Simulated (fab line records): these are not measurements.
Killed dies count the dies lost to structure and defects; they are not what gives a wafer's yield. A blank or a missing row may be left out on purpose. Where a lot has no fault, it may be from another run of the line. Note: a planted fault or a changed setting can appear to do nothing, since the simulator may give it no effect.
Which tool did it? || flow sky130 || at 1 step of a route of 708, 12 lots with 36 wafers sampled

WHAT THE GAUGES SHOWED, per wafer
SKY_VT_ADJUST_LVTN_OVL_MEAS_18.
{"lot": "L075", "measured": "day 8 13:17", "on": "overlay-02", "VT_ADJUST_LVTN_01_OVL (nm)": "0.5 2.0 0.3"}
{"lot": "L078", "measured": "day 9 05:29", "on": "overlay-01", "VT_ADJUST_LVTN_01_OVL (nm)": "1.6 -0.5 -1.3"}
{"lot": "L079", "measured": "day 9 18:47", "on": "overlay-02", "VT_ADJUST_LVTN_01_OVL (nm)": "-2.8 -1.5 0.7"}
{"lot": "L082", "measured": "day 10 12:46", "on": "overlay-01", "VT_ADJUST_LVTN_01_OVL (nm)": "1.3 2.5 2.5"}
{"lot": "L083", "measured": "day 10 14:02", "on": "overlay-01", "VT_ADJUST_LVTN_01_OVL (nm)": "0.9 1.1 2.0"}
{"lot": "L086", "measured": "day 11 08:53", "on": "overlay-01", "VT_ADJUST_LVTN_01_OVL (nm)": "1.0 2.6 1.9"}
{"lot": "L087", "measured": "day 11 10:44", "on": "overlay-01", "VT_ADJUST_LVTN_01_OVL (nm)": "0.6 -1.2 1.0"}
{"lot": "L089", "measured": "day 12 02:11", "on": "overlay-01", "VT_ADJUST_LVTN_01_OVL (nm)": "-0.7 1.8 3.2"}
{"lot": "L091", "measured": "day 12 18:49", "on": "overlay-02", "VT_ADJUST_LVTN_01_OVL (nm)": "2.2 -0.2 -0.8"}
{"lot": "L094", "measured": "day 13 11:40", "on": "overlay-02", "VT_ADJUST_LVTN_01_OVL (nm)": "4.3 2.8 2.6"}
{"lot": "L095", "measured": "day 13 17:50", "on": "overlay-02", "VT_ADJUST_LVTN_01_OVL (nm)": "-2.1 -1.2 -3.1"}
{"lot": "L097", "measured": "day 14 08:35", "on": "overlay-02", "VT_ADJUST_LVTN_01_OVL (nm)": "-0.1 1.1 -0.8"}

WHAT TOOL EACH LOT RAN ON (gives the tool, then ch and the chambers of the sampled wafers, and finally the start)
The record holds no process step before these readings.

THE ANSWER, worked out from the rows above alone
Rule: what is usual is taken from the lots themselves. Put in order of their means at a reading, lots are off if they are a third of the lots or fewer, leave a main group of 4 or more, and stand apart from it by a gap of 3 or more times the standard deviation of the main group's means; of several such gaps the widest counts. Not used: any main group whose means are identical at the precision the tables above print for the reading. A lot without any number at a reading at which 4 lots or more have one is off too. Where the step has rows for the other lots, those lots are counted as sound.
None of the lots is off at any reading shown; this tells nothing.

WHAT WAS PUT IN BY THE SIMULATOR
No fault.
